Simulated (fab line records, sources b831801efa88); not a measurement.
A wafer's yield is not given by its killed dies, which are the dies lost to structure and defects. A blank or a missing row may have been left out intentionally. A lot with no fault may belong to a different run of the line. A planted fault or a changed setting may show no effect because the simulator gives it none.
fab line records	flow gf180mcu
record lots=14	wafers=42	last-day=34
route steps=602 shown STI@1 SAB@264 V1@352
lots that met no fault: taken from a fault-free run of the same line
start-h: start of the lot's first displayed wafer, in hours after the record's first day	wait-h: hours since the lot's step before	" identical to the entry in the row above	L1.1+2: several wafers, shown together as one row	- value missing, or start not given	* or withheld: withheld	< > ~ a bound
route shown NAME@n: names a module that has steps shown in the file, with the first one's number in the route	usual: the fault-free wafers' mean and standard deviation	same: alike in all rows	chamber/n: place in a boat	sites: readings site by site	_std_site: their standard deviation	_edge_site: outer sites' mean less inner sites'	radius-mm: how far each site lies from the wafer's centre	mask NAME#n: copy n	behind: the most recent tool/chamber to have shaped the wafer	hold: reason for holding the lot/hours on hold/outcome of the hold	device: the transistor (n, p or np) that didn't switch	end of line: at the end of the route, the tests of the same wafers	a step with no rows: only its recipe	killed: the dies lost at the first sort to structure and to defects; this is not the yield of the wafer	map: shows each die of a wafer: x if killed, . if not, _ if none is there
set.NAME: the setting the step ran with; set.NAME@STEP: the setting that earlier step ran with	model.NAME: the simulator's own value behind a step, which no gauge read
one table for each step of the route and one row for each wafer, over a sample of lots
services: a tool's chamber out of use, with start hour (start-h, from the record's first day; less than 0 if before it), hours out, and reason
## steps
# step GF_STI_BOW_MEAS_00
# recipe mode=bow
# usual INCOMING_BOW=0/5.9
lot.wafer	tool	chamber	start-h	wait-h	INCOMING_BOW[um]
L717.1	film-metro-03	-	15.00	-	-7
L717.2	"	-	"	"	-2
L717.5	"	-	"	"	-3
L718.2	film-metro-03	-	20.02	-	4
L718.5	"	-	"	"	-8
L718.6	"	-	"	"	5
L719.2	film-metro-03	-	25.02	-	3
L719.3	"	-	"	"	-2
L719.6	"	-	"	"	-12
L720.1	film-metro-01	-	30.00	-	4
L720.2	"	-	"	"	-4
L720.5	"	-	"	"	2
L722.1	film-metro-02	-	40.00	-	3
L722.2	"	-	"	"	2
L722.6	"	-	"	"	3
L723.1	film-metro-02	-	45.00	-	-3
L723.4	"	-	"	"	-2
L723.6	"	-	"	"	-5
L724.3	film-metro-02	-	50.04	-	-2
L724.4	"	-	"	"	-12
L724.5	"	-	"	"	5
L725.1	film-metro-01	-	55.00	-	-7
L725.2	"	-	"	"	3
L725.5	"	-	"	"	3
L730.2	film-metro-02	-	80.02	-	-6
L730.4	"	-	"	"	0
L730.6	"	-	"	"	-6
L732.2	film-metro-02	-	90.02	-	-8
L732.4	"	-	"	"	1
L732.5	"	-	"	"	0
L733.1	film-metro-03	-	95.00	-	3
L733.3	"	-	"	"	0
L733.5	"	-	"	"	-6
L737.1	film-metro-02	-	115.00	-	-8
L737.3	"	-	"	"	-3
L737.6	"	-	"	"	0
L738.3	film-metro-02	-	120.04	-	-9
L738.4	"	-	"	"	9
L738.5	"	-	"	"	-1
L739.1	film-metro-02	-	125.00	-	4
L739.2	"	-	"	"	5
L739.4	"	-	"	"	5
# step GF_SAB_CVD_00
# recipe material=SiO2	target-thk-nm=50	precursor=TEOS	temp-c=400	time-s=4.9302	rf-w=600
# usual heater-power-w=681/62
lot.wafer	tool	chamber	start-h	wait-h	heater-power-w
L717.1	pecvd-03	0	323.30	0.1	671
L717.2	"	2	"	"	695
L717.5	"	1	"	"	739
L718.2	pecvd-02	2	333.60	0.1	556
L718.5	"	1	"	"	574
L718.6	"	0	"	"	690
L719.2	pecvd-03	2	341.54	0.1	750
L719.3	"	1	"	"	743
L719.6	"	1	"	"	758
L720.1	pecvd-01	2	348.19	0.1	691
L720.2	"	1	"	"	686
L720.5	"	1	"	"	692
L722.1	pecvd-03	0	367.39	0.1	664
L722.2	"	2	"	"	692
L722.6	"	2	"	"	702
L723.1	pecvd-02	1	378.29	0.1	644
L723.4	"	0	"	"	671
L723.6	"	2	"	"	607
L724.3	pecvd-01	0	388.24	0.1	757
L724.4	"	0	"	"	772
L724.5	"	1	"	"	762
L725.1	pecvd-01	1	396.50	0.1	776
L725.2	"	2	"	"	550
L725.5	"	1	"	"	771
L730.2	pecvd-01	1	438.84	0.1	800
L730.4	"	2	"	"	615
L730.6	"	0	"	"	674
L732.2	pecvd-03	2	454.65	0.1	657
L732.4	"	2	"	"	660
L732.5	"	0	"	"	583
L733.1	pecvd-01	0	464.84	0.1	749
L733.3	"	0	"	"	746
L733.5	"	0	"	"	739
L737.1	pecvd-03	0	495.89	0.1	647
L737.3	"	2	"	"	678
L737.6	"	2	"	"	681
L738.3	pecvd-02	0	502.49	0.1	601
L738.4	"	1	"	"	613
L738.5	"	0	"	"	611
L739.1	pecvd-03	1	514.90	0.1	758
L739.2	"	0	"	"	617
L739.4	"	0	"	"	626
# step GF_SAB_THK_MEAS_01
# recipe reads=SiO2_of_SAB_CVD_00
# usual SAB_CVD_00_THK=50.2/0.66
lot.wafer	tool	chamber	start-h	wait-h	SAB_CVD_00_THK[nm]
L717.1	film-metro-03	-	323.32	0.0	48.8
L717.2	"	-	"	"	49.1
L717.5	"	-	"	"	50.1
L718.2	film-metro-02	-	333.63	0.0	50.5
L718.5	"	-	"	"	49.8
L718.6	"	-	"	"	50.4
L719.2	film-metro-01	-	341.57	0.0	50.0
L719.3	"	-	"	"	49.9
L719.6	"	-	"	"	50.0
L720.1	film-metro-02	-	348.21	0.0	50.6
L720.2	"	-	"	"	50.1
L720.5	"	-	"	"	50.6
L722.1	film-metro-01	-	367.41	0.0	49.7
L722.2	"	-	"	"	49.9
L722.6	"	-	"	"	50.8
L723.1	film-metro-02	-	378.31	0.0	50.2
L723.4	"	-	"	"	49.8
L723.6	"	-	"	"	51.2
L724.3	film-metro-02	-	388.28	0.0	50.5
L724.4	"	-	"	"	50.6
L724.5	"	-	"	"	51.1
L725.1	film-metro-01	-	396.52	0.0	50.1
L725.2	"	-	"	"	50.2
L725.5	"	-	"	"	51.0
L730.2	film-metro-01	-	438.87	0.0	49.7
L730.4	"	-	"	"	45.6
L730.6	"	-	"	"	50.7
L732.2	film-metro-01	-	454.70	0.0	48.1
L732.4	"	-	"	"	49.8
L732.5	"	-	"	"	49.8
L733.1	film-metro-01	-	464.87	0.0	45.0
L733.3	"	-	"	"	46.0
L733.5	"	-	"	"	51.3
L737.1	film-metro-01	-	495.91	0.0	50.3
L737.3	"	-	"	"	49.0
L737.6	"	-	"	"	50.6
L738.3	film-metro-03	-	502.53	0.0	49.4
L738.4	"	-	"	"	50.7
L738.5	"	-	"	"	50.5
L739.1	film-metro-03	-	514.91	0.0	49.7
L739.2	"	-	"	"	50.3
L739.4	"	-	"	"	50.9
# step GF_V1_ETCH_17
# recipe chemistry=C4F8/O2/Ar	mask-material=KrF	target=SiO2	stop-on=TiN	source-w=1500	bias-w=1200	pressure-mtorr=40	c4f8-flow-sccm=withheld	O2_flow_sccm=6	Ar_flow_sccm=300	time-s=withheld	target-depth-a=6300
# usual chamber-pressure-mTorr=40.00/0.037	oes-product-au=0.856/0.0043
lot.wafer	tool	chamber	start-h	wait-h	chamber-pressure-mTorr	oes-product-au
L717.1	rie-diel-04	3	-	-	40.00	0.858
L717.2	"	2	"	"	40.00	0.858
L717.5	"	3	"	"	39.95	0.865
L718.2	rie-diel-04	3	-	-	40.00	0.856
L718.5	"	2	"	"	40.02	0.860
L718.6	"	1	"	"	40.00	0.858
L719.2	rie-diel-01	3	-	-	39.93	0.858
L719.3	"	0	"	"	40.05	0.856
L719.6	"	2	"	"	39.97	0.854
L720.1	rie-diel-04	0	-	-	39.97	0.852
L720.2	"	3	"	"	39.98	0.861
L720.5	"	3	"	"	39.97	0.855
L722.1	rie-diel-01	2	-	-	39.95	0.861
L722.2	"	3	"	"	40.01	0.855
L722.6	"	1	"	"	39.95	0.858
L723.1	rie-diel-01	0	-	-	40.01	0.851
L723.4	"	2	"	"	39.98	0.856
L723.6	"	2	"	"	39.98	0.854
L724.3	rie-diel-01	1	-	-	40.06	0.852
L724.4	"	2	"	"	40.06	0.851
L724.5	"	1	"	"	40.06	0.849
L725.1	rie-diel-01	1	-	-	40.03	0.857
L725.2	"	0	"	"	39.99	0.852
L725.5	"	1	"	"	39.93	0.860
L730.2	rie-diel-01	1	-	-	40.00	0.864
L730.4	"	0	"	"	40.00	0.858
L730.6	"	3	"	"	40.03	0.850
L732.2	rie-diel-04	3	-	-	40.04	0.854
L732.4	"	1	"	"	39.93	0.861
L732.5	"	3	"	"	40.02	0.856
L733.1	rie-diel-01	0	-	-	39.96	0.855
L733.3	"	3	"	"	40.01	0.850
L733.5	"	0	"	"	39.99	0.851
L737.1	rie-diel-04	1	-	-	40.01	0.859
L737.3	"	2	"	"	39.96	0.863
L737.6	"	2	"	"	40.01	0.854
L738.3	rie-diel-03	1	-	-	40.00	0.850
L738.4	"	2	"	"	40.06	0.857
L738.5	"	0	"	"	40.02	0.855
L739.1	rie-diel-03	0	-	-	39.98	0.862
L739.2	"	3	"	"	39.93	0.849
L739.4	"	2	"	"	39.95	0.850
# step GF_V1_RS_MEAS_24
# recipe thk-meas-gauge=four-point-probe	reads=W_of_V1_CVD_23+TiN_of_V1_SPUTTER_22+Ti_of_V1_SPUTTER_21
# usual V1_W_RS=0.327/0.0038
lot.wafer	tool	chamber	start-h	wait-h	V1_W_RS[ohm/sq]
L717.1	film-metro-01	-	417.43	0.1	0.325
L717.2	"	-	"	"	0.323
L717.5	"	-	"	"	0.323
L718.2	film-metro-03	-	430.05	0.1	0.321
L718.5	"	-	"	"	0.327
L718.6	"	-	"	"	0.321
L719.2	film-metro-01	-	440.21	0.1	0.327
L719.3	"	-	"	"	0.324
L719.6	"	-	"	"	0.325
L720.1	film-metro-01	-	447.44	0.1	0.333
L720.2	"	-	"	"	0.331
L720.5	"	-	"	"	0.328
L722.1	film-metro-03	-	468.83	0.1	0.327
L722.2	"	-	"	"	0.325
L722.6	"	-	"	"	0.325
L723.1	film-metro-01	-	479.88	0.1	0.328
L723.4	"	-	"	"	0.326
L723.6	"	-	"	"	0.321
L724.3	film-metro-03	-	490.56	0.1	0.317
L724.4	"	-	"	"	0.319
L724.5	"	-	"	"	0.318
L725.1	film-metro-01	-	497.41	0.1	0.328
L725.2	"	-	"	"	0.329
L725.5	"	-	"	"	0.329
L730.2	film-metro-01	-	539.06	0.1	0.325
L730.4	"	-	"	"	0.328
L730.6	"	-	"	"	0.324
L732.2	film-metro-01	-	552.50	0.1	0.326
L732.4	"	-	"	"	0.326
L732.5	"	-	"	"	0.332
L733.1	film-metro-03	-	561.87	0.1	0.322
L733.3	"	-	"	"	0.328
L733.5	"	-	"	"	0.326
L737.1	film-metro-01	-	591.31	0.1	0.331
L737.3	"	-	"	"	0.326
L737.6	"	-	"	"	0.326
L738.3	film-metro-02	-	595.84	0.1	0.336
L738.4	"	-	"	"	0.336
L738.5	"	-	"	"	0.335
L739.1	film-metro-01	-	608.45	0.1	0.330
L739.2	"	-	"	"	0.323
L739.4	"	-	"	"	0.329
## services
tool	chamber	start-h	hours	kind
rie-diel-04	1	306.36	3.5	repair
pecvd-01	-	312.24	1.3	repair
rie-diel-01	1	364.79	3.3	repair
pecvd-01	2	378.72	8.7	repair
pecvd-03	-	381.93	14.6	pm
pecvd-02	-	395.54	28.1	pm
pecvd-03	1	396.92	9.3	repair
rie-diel-01	-	409.46	2.2	repair
pecvd-01	0	431.84	6.0	repair
rie-diel-04	1	434.49	13.8	repair
pecvd-03	-	437.69	1.4	repair
rie-diel-04	-	454.65	0.8	repair
pecvd-01	2	459.77	14.2	repair
rie-diel-04	-	463.21	4.0	pm
rie-diel-01	3	497.55	4.2	repair
rie-diel-04	0	511.13	2.4	repair
rie-diel-01	-	529.94	0.4	repair
rie-diel-04	3	535.90	2.5	repair
rie-diel-01	1	551.85	10.9	repair
pecvd-02	-	568.25	5.5	pm
pecvd-02	-	586.85	0.8	repair
pecvd-03	0	590.91	7.5	repair
pecvd-01	-	591.12	14.0	pm
rie-diel-04	1	603.69	3.9	repair
## key
first-sign step=GF_SAB_THK_MEAS_01	reading=SAB_CVD_00_THK	direction=down	sigmas=6.9	usual=50.2	struck=45.6
effect none on later readings
met-at GF_SAB_CVD_00
struck-lots L730,L733
struck-wafers L730.4,L733.1,L733.3
tester-left-out L730,L733
not-acting-at GF_STI_BOW_MEAS_00,GF_V1_ETCH_17,GF_V1_RS_MEAS_24
onset-between 396.50 438.84
fault kind=process-parameter-drift	tool=pecvd-01	chamber=-	onset-h=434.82	steps=GF_SAB_CVD_00	channel=target-thk-nm	offset=-5.4846	shape=step	end-h=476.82	scope=struck-wafers-only	acts-in=these-recipes-only	stated=50
# tester-left-out: of these lots the tester's yield and bins aren't shown, on N5 and GAA mostly nor the transistor test; their killed dies are dies lost to structure and defects alone, not to doping, threshold or leakage, so they don't give the yield
